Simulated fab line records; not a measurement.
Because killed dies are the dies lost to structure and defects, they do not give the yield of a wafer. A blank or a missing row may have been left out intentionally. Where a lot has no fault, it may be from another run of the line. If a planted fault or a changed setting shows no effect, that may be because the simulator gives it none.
fab line records -- flow sky130
record lots=13, wafers=39, last-day=49
route steps=708 shown SONOS_ONO@181 POLY_GATE@228 LDD_HVN@277 POLY_CUT@317 PAD_OPEN@708
lots that met no fault: from a run of the same line without faults
start-h: hours from the record's opening day to when the first of the lot's shown wafers began -- wait-h: hours from the lot's prior step to this one -- " as in the row above -- L1.1+2: one row covering several wafers at once -- - no value, or no start given -- * or withheld: withheld -- < > ~ a bound
route shown NAME@n: NAME is a module with steps in the file, n the number in the route of the first one -- usual: mean/standard deviation of fault-free wafers -- same: alike in all rows -- chamber/n: place in a boat -- sites: the reading at each site -- _std_site: standard deviation of those values -- _edge_site: the outer-site mean with the inner-site mean subtracted -- radius-mm: how far each site lies from the wafer's centre -- mask NAME#n: copy n -- behind: the tool/chamber that last shaped the wafer -- hold: why the lot went on hold/how many hours it stayed there/how the hold came to an end -- device: the transistor (n, p or np) that didn't switch -- end of line: the same wafers' tests at the end of the route -- step lacking rows: just its recipe -- killed: dies that structure and defects cost at the first sort, which is not the same as the wafer's yield -- map: a wafer's dies, x killed, . not, _ none there
set.NAME: the setting the step ran with; set.NAME@STEP: the setting that earlier step ran with -- model.NAME: the simulator's own value behind a step, which no gauge read
one table for each step of the route and one row for each wafer, over a sample of lots
services: when a tool's chamber went out of use (start-h, in hours from the record's first day, below 0 if earlier), for how many hours, and the reason
## steps
# step SKY_SONOS_ONO_CD_MEAS_13
# recipe target-cd-nm=410
# usual cd-nm=410.4/1.9
lot.wafer,tool,chamber,start-h,wait-h,cd-nm
L765.1,cd-sem-02,-,278.33,0.1,411.7
L765.3,cd-sem-02,-,278.33,0.1,409.8
L765.5,cd-sem-02,-,278.33,0.1,411.0
L766.2,cd-sem-02,-,280.10,0.1,407.6
L766.3,cd-sem-02,-,280.10,0.1,409.9
L766.5,cd-sem-02,-,280.10,0.1,409.1
L768.1,cd-sem-02,-,298.43,0.1,410.3
L768.4,cd-sem-02,-,298.43,0.1,412.5
L768.6,cd-sem-02,-,298.43,0.1,411.2
L767.2,cd-sem-01,-,298.55,0.1,409.6
L767.5,cd-sem-01,-,298.55,0.1,407.0
L767.6,cd-sem-01,-,298.55,0.1,406.9
L769.1,cd-sem-01,-,307.78,0.1,409.8
L769.4,cd-sem-01,-,307.78,0.1,411.5
L769.6,cd-sem-01,-,307.78,0.1,410.7
L770.2,cd-sem-01,-,318.15,0.1,409.5
L770.4,cd-sem-01,-,318.15,0.1,411.3
L770.5,cd-sem-01,-,318.15,0.1,412.0
L772.1,cd-sem-01,-,330.53,0.1,405.3
L772.3,cd-sem-01,-,330.53,0.1,407.0
L772.6,cd-sem-01,-,330.53,0.1,405.9
L777.2,cd-sem-01,-,375.05,0.1,410.6
L777.3,cd-sem-01,-,375.05,0.1,413.3
L777.5,cd-sem-01,-,375.05,0.1,412.4
L778.1,cd-sem-01,-,377.28,0.1,410.5
L778.2,cd-sem-01,-,377.28,0.1,411.8
L778.3,cd-sem-01,-,377.28,0.1,413.4
L779.1,cd-sem-01,-,391.57,0.2,410.5
L779.2,cd-sem-01,-,391.57,0.2,407.5
L779.6,cd-sem-01,-,391.57,0.2,410.0
L780.1,cd-sem-02,-,407.08,0.1,408.9
L780.2,cd-sem-02,-,407.08,0.1,409.6
L780.4,cd-sem-02,-,407.08,0.1,410.5
L781.3,cd-sem-02,-,407.42,0.1,410.2
L781.5,cd-sem-02,-,407.42,0.1,410.4
L781.6,cd-sem-02,-,407.42,0.1,410.8
L784.1,cd-sem-02,-,431.58,0.1,409.5
L784.2,cd-sem-02,-,431.58,0.1,410.8
L784.5,cd-sem-02,-,431.58,0.1,409.7
# step SKY_POLY_GATE_OVL_MEAS_14
# usual POLY_GATE_OVL=-1/5.7
lot.wafer,tool,chamber,start-h,wait-h,POLY_GATE_OVL[nm]
L765.1,overlay-02,-,369.05,0.1,-4
L765.3,overlay-02,-,369.05,0.1,-4
L765.5,overlay-02,-,369.05,0.1,5
L766.2,overlay-02,-,370.00,0.1,12
L766.3,overlay-02,-,370.00,0.1,1
L766.5,overlay-02,-,370.00,0.1,4
L767.2,overlay-02,-,388.55,0.1,-6
L767.5,overlay-02,-,388.55,0.1,2
L767.6,overlay-02,-,388.55,0.1,-7
L768.1,overlay-02,-,388.85,0.1,-1
L768.4,overlay-02,-,388.85,0.1,-8
L768.6,overlay-02,-,388.85,0.1,-7
L769.1,overlay-02,-,402.39,0.1,-10
L769.4,overlay-02,-,402.39,0.1,-4
L769.6,overlay-02,-,402.39,0.1,-3
L770.2,overlay-01,-,409.90,0.1,-4
L770.4,overlay-01,-,409.90,0.1,-3
L770.5,overlay-01,-,409.90,0.1,-4
L772.1,overlay-01,-,422.95,0.1,-9
L772.3,overlay-01,-,422.95,0.1,-1
L772.6,overlay-01,-,422.95,0.1,-9
L777.2,overlay-02,-,472.69,0.1,-6
L777.3,overlay-02,-,472.69,0.1,9
L777.5,overlay-02,-,472.69,0.1,15
L778.1,overlay-02,-,483.64,0.1,2
L778.2,overlay-02,-,483.64,0.1,1
L778.3,overlay-02,-,483.64,0.1,-2
L779.1,overlay-01,-,494.28,0.1,4
L779.2,overlay-01,-,494.28,0.1,-1
L779.6,overlay-01,-,494.28,0.1,1
L780.1,overlay-01,-,508.04,0.1,-8
L780.2,overlay-01,-,508.04,0.1,-3
L780.4,overlay-01,-,508.04,0.1,-9
L781.3,overlay-02,-,509.81,0.1,11
L781.5,overlay-02,-,509.81,0.1,15
L781.6,overlay-02,-,509.81,0.1,8
L784.1,overlay-02,-,532.69,0.1,2
L784.2,overlay-02,-,532.69,0.1,-8
L784.5,overlay-02,-,532.69,0.1,-9
# step SKY_LDD_HVN_TW_MEAS_10
# usual LDD_HVN_TW=1450/12
lot.wafer,tool,chamber,start-h,wait-h,LDD_HVN_TW
L765.1,film-metro-04,-,463.06,0.1,1464
L765.3,film-metro-04,-,463.06,0.1,1464
L765.5,film-metro-04,-,463.06,0.1,1457
L766.2,film-metro-01,-,465.17,0.1,1467
L766.3,film-metro-01,-,465.17,0.1,1457
L766.5,film-metro-01,-,465.17,0.1,1462
L767.2,film-metro-03,-,483.72,0.1,1449
L767.5,film-metro-03,-,483.72,0.1,1450
L767.6,film-metro-03,-,483.72,0.1,1451
L768.1,film-metro-03,-,484.11,0.1,1444
L768.4,film-metro-03,-,484.11,0.1,1450
L768.6,film-metro-03,-,484.11,0.1,1452
L769.1,film-metro-01,-,497.71,0.1,1453
L769.4,film-metro-01,-,497.71,0.1,1453
L769.6,film-metro-01,-,497.71,0.1,1449
L770.2,film-metro-01,-,510.96,0.1,1458
L770.4,film-metro-01,-,510.96,0.1,1463
L770.5,film-metro-01,-,510.96,0.1,1461
L772.1,film-metro-04,-,520.66,0.1,1465
L772.3,film-metro-04,-,520.66,0.1,1459
L772.6,film-metro-04,-,520.66,0.1,1467
L777.2,film-metro-04,-,568.71,0.1,1463
L777.3,film-metro-04,-,568.71,0.1,1462
L777.5,film-metro-04,-,568.71,0.1,1469
L778.1,film-metro-01,-,577.96,0.1,1443
L778.2,film-metro-01,-,577.96,0.1,1438
L778.3,film-metro-01,-,577.96,0.1,1444
L779.1,film-metro-03,-,588.16,0.1,1429
L779.2,film-metro-03,-,588.16,0.1,1427
L779.6,film-metro-03,-,588.16,0.1,1428
L780.1,film-metro-03,-,600.16,0.1,1436
L780.2,film-metro-03,-,600.16,0.1,1440
L780.4,film-metro-03,-,600.16,0.1,1435
L781.3,film-metro-03,-,602.38,0.1,1442
L781.5,film-metro-03,-,602.38,0.1,1448
L781.6,film-metro-03,-,602.38,0.1,1446
L784.1,film-metro-01,-,622.20,0.1,1448
L784.2,film-metro-01,-,622.20,0.1,1447
L784.5,film-metro-01,-,622.20,0.1,1453
# step SKY_POLY_CUT_ETCH_10
# recipe chemistry=N2/H2, target=BARC, ion-energy-ev=200, source-w=500, bias-w=100, pressure-mtorr=30, n2-flow-sccm=100, h2-flow-sccm=200, stop-on=SiO2, time-s=45.9, target-depth-a=600
# usual bias-w=99.9/0.33, drypump-motor-current-A=5.6/0.33, oes-product-au=0.853/0.0043, throttle-valve-pct=13.225/0.0098
lot.wafer,tool,chamber,start-h,wait-h,bias-w,drypump-motor-current-A,oes-product-au,rf-hours-counter-h,throttle-valve-pct
L765.1,rie-diel-04,1,557.23,0.0,99.7,5.6,0.854,10,13.219
L765.3,rie-diel-04,2,557.23,0.0,99.9,6.0,0.854,52,13.234
L765.5,rie-diel-04,3,557.23,0.0,99.9,5.0,0.853,-,13.211
L766.2,rie-diel-01,2,560.38,0.0,100.1,5.0,0.852,51,13.236
L766.3,rie-diel-01,3,560.38,0.0,99.7,5.3,0.848,10,13.223
L766.5,rie-diel-01,2,560.38,0.0,100.0,5.0,0.854,-,13.231
L767.2,rie-diel-04,3,576.67,0.0,99.8,5.0,0.848,10,13.230
L767.5,rie-diel-04,3,576.67,0.0,100.4,5.0,0.851,-,13.226
L767.6,rie-diel-04,0,576.67,0.0,100.2,5.3,0.854,-,13.222
L768.1,rie-diel-02,0,578.43,0.0,100.8,5.5,0.857,7,13.225
L768.4,rie-diel-02,3,578.43,0.0,99.6,6.0,0.852,64,13.204
L768.6,rie-diel-02,1,578.43,0.0,99.9,5.7,0.855,-,13.234
L769.1,rie-diel-02,3,590.32,0.0,99.4,6.0,0.848,64,13.213
L769.4,rie-diel-02,2,590.32,0.0,99.4,5.8,0.845,75,13.215
L769.6,rie-diel-02,1,590.32,0.0,100.4,5.7,0.855,-,13.232
L770.2,rie-diel-02,3,602.43,0.0,99.9,6.0,0.856,65,13.230
L770.4,rie-diel-02,0,602.43,0.0,99.4,5.5,0.857,-,13.234
L770.5,rie-diel-02,3,602.43,0.0,99.6,6.0,0.860,-,13.226
L772.1,rie-diel-01,1,610.68,0.0,100.2,6.2,0.850,0,13.223
L772.3,rie-diel-01,0,610.68,0.0,100.1,5.9,0.857,6,13.228
L772.6,rie-diel-01,3,610.68,0.0,99.6,5.3,0.852,-,13.208
L777.2,rie-diel-01,3,656.83,0.0,99.7,5.3,0.862,12,13.228
L777.3,rie-diel-01,1,656.83,0.0,100.5,6.2,0.862,1,13.223
L777.5,rie-diel-01,3,656.83,0.0,99.6,5.3,0.850,-,13.231
L778.1,rie-diel-02,2,668.05,0.0,100.0,5.8,0.848,2,13.216
L778.2,rie-diel-02,3,668.05,0.0,99.8,6.0,0.849,0,13.224
L778.3,rie-diel-02,1,668.05,0.0,99.7,5.7,0.857,18,13.211
L779.1,rie-diel-02,0,675.48,0.0,100.3,5.4,0.859,9,13.225
L779.2,rie-diel-02,1,675.48,0.0,99.6,5.7,0.852,18,13.226
L779.6,rie-diel-02,1,675.48,0.0,99.7,5.7,0.851,-,13.221
L780.1,rie-diel-02,3,686.68,0.0,99.7,6.0,0.851,0,13.223
L780.2,rie-diel-02,1,686.68,0.0,99.4,5.7,0.855,18,13.227
L780.4,rie-diel-02,0,686.68,0.0,96.6,5.4,0.846,9,13.236
L781.3,rie-diel-04,1,687.93,0.0,100.4,5.6,0.850,13,13.211
L781.5,rie-diel-04,1,687.93,0.0,99.8,5.6,0.855,-,13.203
L781.6,rie-diel-04,2,687.93,0.0,100.1,6.0,0.850,-,13.229
L784.1,rie-diel-04,0,707.48,0.0,99.5,5.3,0.851,21,13.228
L784.2,rie-diel-04,1,707.48,0.0,100.0,5.6,0.856,13,13.241
L784.5,rie-diel-04,0,707.48,0.0,99.6,5.3,0.847,-,13.235
# step SKY_PAD_OPEN_PROBE_99
# usual killed_at_M0_to_M3=43/6.4, killed_at_M4_up=2.9/1.7, killed-at-contacts=24/5, killed-at-front-end=15/4, killed-at-other=0.4/0.62, killed-dies=86/9.3, killed-on-rim=17/3.5, killed-open=47/6.8, killed-short=38/5.8
# same gross-dies=492, killed-at-back-side=0
lot.wafer,tool,chamber,start-h,wait-h,killed_at_M0_to_M3,killed_at_M4_up,killed-at-contacts,killed-at-front-end,killed-at-other,killed-dies,killed-on-rim,killed-open,killed-short
L765.1,prober-02,-,1072.64,0.1,43,4,33,12,0,92,20,51,40
L765.3,prober-02,-,1072.74,0.2,53,4,21,15,1,94,18,48,46
L765.5,prober-02,-,1072.84,0.2,51,1,30,18,0,100,20,50,49
L768.1,prober-01,-,1087.75,0.1,39,3,20,12,0,74,14,38,36
L768.4,prober-01,-,1087.90,0.2,36,5,27,14,2,84,16,40,43
L768.6,prober-01,-,1088.00,0.2,40,4,22,22,1,89,21,60,29
L769.1,prober-02,-,1097.74,0.1,43,2,26,14,0,85,16,52,32
L769.4,prober-02,-,1097.89,0.2,44,2,26,9,2,83,18,47,36
L769.6,prober-02,-,1097.99,0.2,54,1,33,29,0,117,22,62,52
L777.2,prober-01,-,1144.85,0.1,49,5,22,17,0,93,19,51,42
L777.3,prober-01,-,1144.90,0.2,35,5,22,19,0,81,19,46,35
L777.5,prober-01,-,1145.00,0.2,44,2,26,11,0,83,14,47,35
L778.1,prober-02,-,1150.34,0.1,50,1,21,18,0,90,23,45,45
L778.2,prober-02,-,1150.39,0.1,41,2,20,10,1,74,13,39,35
L778.3,prober-02,-,1150.44,0.2,47,3,22,24,0,96,20,55,40
L779.1,prober-01,-,1155.81,0.1,42,1,24,13,0,80,23,45,35
L779.2,prober-01,-,1155.86,0.1,53,4,20,9,0,86,26,53,33
L779.6,prober-01,-,1156.06,0.2,38,3,27,16,0,84,17,43,41
L781.3,prober-01,-,1167.07,0.2,37,3,33,9,0,82,15,47,35
L781.5,prober-01,-,1167.17,0.2,39,2,19,11,1,72,11,35,36
L781.6,prober-01,-,1167.22,0.2,39,6,23,16,0,84,18,46,36
# killed by level:class
L765.1 LI_CONTACT:geometric-particle:open=10 VIA3:geometric-particle:open=10 CONTACT:geometric-particle:open=9 LI_CONTACT:geometric-particle:short=8 VIA1:geometric-particle:open=8 METAL1:geometric-particle:short=5 CONTACT:geometric-particle:short=4 VIA2:geometric-particle:open=4
L765.3 VIA1:geometric-particle:open=10 VIA2:geometric-particle:open=10 LI_CONTACT:geometric-particle:short=9 VIA3:geometric-particle:open=8 CONTACT:geometric-particle:open=6 VIA3:geometric-particle:short=5 VIA1:geometric-particle:short=5 VIA2:geometric-particle:short=5
L765.5 VIA1:geometric-particle:open=10 METAL1:geometric-particle:short=9 VIA3:geometric-particle:open=9 CONTACT:geometric-particle:open=8 LI_CONTACT:geometric-particle:open=6 VIA2:geometric-particle:open=6 CONTACT:geometric-particle:short=6 LOCAL_INTERCONNECT:geometric-particle:short=5
L768.1 VIA1:geometric-particle:open=10 CONTACT:geometric-particle:open=9 METAL2:geometric-particle:short=7 METAL1:geometric-particle:short=6 VIA3:geometric-particle:open=5 LI_CONTACT:geometric-particle:open=5 LI_CONTACT:geometric-particle:short=4 FIELD_ISO:geometric-particle:short=3
L768.4 LI_CONTACT:geometric-particle:open=11 CONTACT:geometric-particle:open=7 VIA2:geometric-particle:open=6 POLY_GATE:geometric-particle:short=5 VIA3:geometric-particle:short=5 METAL2:geometric-particle:short=4 METAL1:geometric-particle:short=4 VIA2:geometric-particle:short=4
L768.6 CONTACT:geometric-particle:open=10 VIA1:geometric-particle:open=9 FIELD_ISO:geometric-particle:open=8 VIA2:geometric-particle:open=6 LI_CONTACT:geometric-particle:open=5 VIA1:geometric-particle:short=5 VIA3:geometric-particle:open=5 METAL3:geometric-particle:open=4
L769.1 CONTACT:geometric-particle:open=13 VIA1:geometric-particle:open=10 FIELD_ISO:geometric-particle:open=7 LI_CONTACT:geometric-particle:open=6 METAL1:geometric-particle:short=6 METAL2:geometric-particle:short=6 VIA3:geometric-particle:open=6 CONTACT:geometric-particle:short=5
L769.4 CONTACT:geometric-particle:open=8 VIA1:geometric-particle:open=8 LOCAL_INTERCONNECT:geometric-particle:short=6 VIA3:geometric-particle:open=6 VIA2:geometric-particle:open=6 LI_CONTACT:geometric-particle:open=5 CONTACT:geometric-particle:short=5 POLY_GATE:geometric-particle:open=4
L769.6 VIA1:geometric-particle:open=13 CONTACT:geometric-particle:open=11 LOCAL_INTERCONNECT:geometric-particle:short=9 VIA3:geometric-particle:open=9 LI_CONTACT:geometric-particle:open=8 FIELD_ISO:geometric-particle:short=7 POLY_GATE:geometric-particle:open=7 METAL2:geometric-particle:short=6
L777.2 VIA1:geometric-particle:open=13 CONTACT:geometric-particle:open=10 LI_CONTACT:geometric-particle:open=9 METAL1:geometric-particle:short=8 METAL2:geometric-particle:short=8 VIA3:geometric-particle:open=6 POLY_GATE:geometric-particle:short=5 METAL4:geometric-particle:short=5
L777.3 LI_CONTACT:geometric-particle:open=8 CONTACT:geometric-particle:open=8 VIA1:geometric-particle:short=8 FIELD_ISO:geometric-particle:open=6 VIA1:geometric-particle:open=6 POLY_GATE:geometric-particle:open=5 VIA2:geometric-particle:open=5 FIELD_ISO:geometric-particle:short=4
L777.5 VIA1:geometric-particle:open=10 CONTACT:geometric-particle:open=9 LI_CONTACT:geometric-particle:open=7 VIA2:geometric-particle:open=7 METAL2:geometric-particle:short=5 VIA3:geometric-particle:open=5 CONTACT:geometric-particle:short=4 VIA2:geometric-particle:short=4
L778.1 VIA1:geometric-particle:open=15 FIELD_ISO:geometric-particle:short=8 VIA2:geometric-particle:open=8 VIA3:geometric-particle:short=6 CONTACT:geometric-particle:open=6 CONTACT:geometric-particle:short=5 METAL1:geometric-particle:short=5 FIELD_ISO:geometric-particle:open=4
L778.2 VIA2:geometric-particle:open=8 VIA1:geometric-particle:open=7 CONTACT:geometric-particle:open=6 LI_CONTACT:geometric-particle:open=5 CONTACT:geometric-particle:short=5 VIA1:geometric-particle:short=5 VIA3:geometric-particle:open=4 METAL3:geometric-particle:short=4
L778.3 VIA1:geometric-particle:open=15 LI_CONTACT:geometric-particle:open=7 VIA2:geometric-particle:open=7 FIELD_ISO:geometric-particle:short=6 FIELD_ISO:geometric-particle:open=6 POLY_GATE:geometric-particle:open=6 CONTACT:geometric-particle:short=6 CONTACT:geometric-particle:open=5
L779.1 VIA2:geometric-particle:open=10 CONTACT:geometric-particle:open=9 METAL1:geometric-particle:short=7 VIA1:geometric-particle:open=7 METAL3:geometric-particle:short=7 VIA3:geometric-particle:open=6 LI_CONTACT:geometric-particle:open=5 LOCAL_INTERCONNECT:geometric-particle:short=5
L779.2 VIA1:geometric-particle:open=13 VIA3:geometric-particle:open=10 CONTACT:geometric-particle:open=10 METAL2:geometric-particle:short=8 VIA2:geometric-particle:open=7 VIA3:geometric-particle:short=5 POLY_GATE:geometric-particle:open=3 LI_CONTACT:geometric-particle:open=3
L779.6 CONTACT:geometric-particle:open=10 LI_CONTACT:geometric-particle:open=7 FIELD_ISO:geometric-particle:open=6 VIA1:geometric-particle:short=6 VIA2:geometric-particle:open=5 CONTACT:geometric-particle:short=5 VIA1:geometric-particle:open=5 VIA3:geometric-particle:open=5
L781.3 CONTACT:geometric-particle:open=16 CONTACT:geometric-particle:short=7 VIA1:geometric-particle:open=7 VIA1:geometric-particle:short=6 METAL2:geometric-particle:short=6 VIA3:geometric-particle:open=6 LI_CONTACT:geometric-particle:open=5 METAL1:geometric-particle:short=4
L781.5 VIA3:geometric-particle:open=9 CONTACT:geometric-particle:open=6 FIELD_ISO:geometric-particle:open=5 METAL2:geometric-particle:short=5 LI_CONTACT:geometric-particle:open=4 CONTACT:geometric-particle:short=4 METAL1:geometric-particle:short=4 VIA2:geometric-particle:short=4
L781.6 CONTACT:geometric-particle:open=11 VIA1:geometric-particle:open=10 POLY_GATE:geometric-particle:short=6 LI_CONTACT:geometric-particle:open=6 VIA3:geometric-particle:open=6 METAL1:geometric-particle:short=5 CONTACT:geometric-particle:short=4 VIA1:geometric-particle:short=4
## services
tool,chamber,start-h,hours,kind
rie-diel-02,-,545.43,15.6,pm
rie-diel-01,1,558.72,-,clean
rie-diel-01,1,558.72,24.4,scheduled-down
rie-diel-01,1,558.72,24.4,vent-cycle
rie-diel-04,3,569.99,2.5,repair
rie-diel-02,-,572.04,0.7,repair
rie-diel-02,-,579.15,8.5,repair
rie-diel-02,2,593.29,-,clean
rie-diel-02,2,593.29,20.1,scheduled-down
rie-diel-02,2,593.29,20.1,vent-cycle
rie-diel-04,3,624.92,2.6,repair
rie-diel-02,0,641.48,8.3,repair
rie-diel-02,3,649.82,-,clean
rie-diel-02,3,649.82,15.7,scheduled-down
rie-diel-02,3,649.82,15.7,vent-cycle
rie-diel-04,3,670.09,22.3,repair
rie-diel-02,-,683.09,2.8,pm
rie-diel-02,0,687.05,8.9,repair
rie-diel-01,2,689.22,-,clean
rie-diel-04,2,691.94,2.3,repair
rie-diel-04,2,705.42,-,clean
rie-diel-04,2,705.42,19.5,scheduled-down
rie-diel-04,2,705.42,19.5,vent-cycle
rie-diel-04,3,706.33,7.6,repair
## key
first-sign step=SKY_POLY_CUT_ETCH_10, reading=bias-w, direction=down, sigmas=10, usual=99.9, struck=96.6
effect none on later readings
met-at SKY_POLY_CUT_ETCH_10
struck-lots L780
struck-wafers L780.4
tester-left-out L780
not-acting-at SKY_SONOS_ONO_CD_MEAS_13,SKY_POLY_GATE_OVL_MEAS_14,SKY_LDD_HVN_TW_MEAS_10
onset-between 675.48 686.68
fault kind=process-parameter-drift, tool=rie-diel-02, chamber=0, onset-h=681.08, steps=SKY_POLY_CUT_ETCH_10, channel=bias-w, offset=-3.4926, shape=step, end-h=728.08, acts-in=these-recipes-only, stated=100
# tester-left-out: of these lots the tester's yield and bins aren't shown, on N5 and GAA mostly nor the transistor test; their killed dies are dies lost to structure and defects alone, not to doping, threshold or leakage, so they don't give the yield
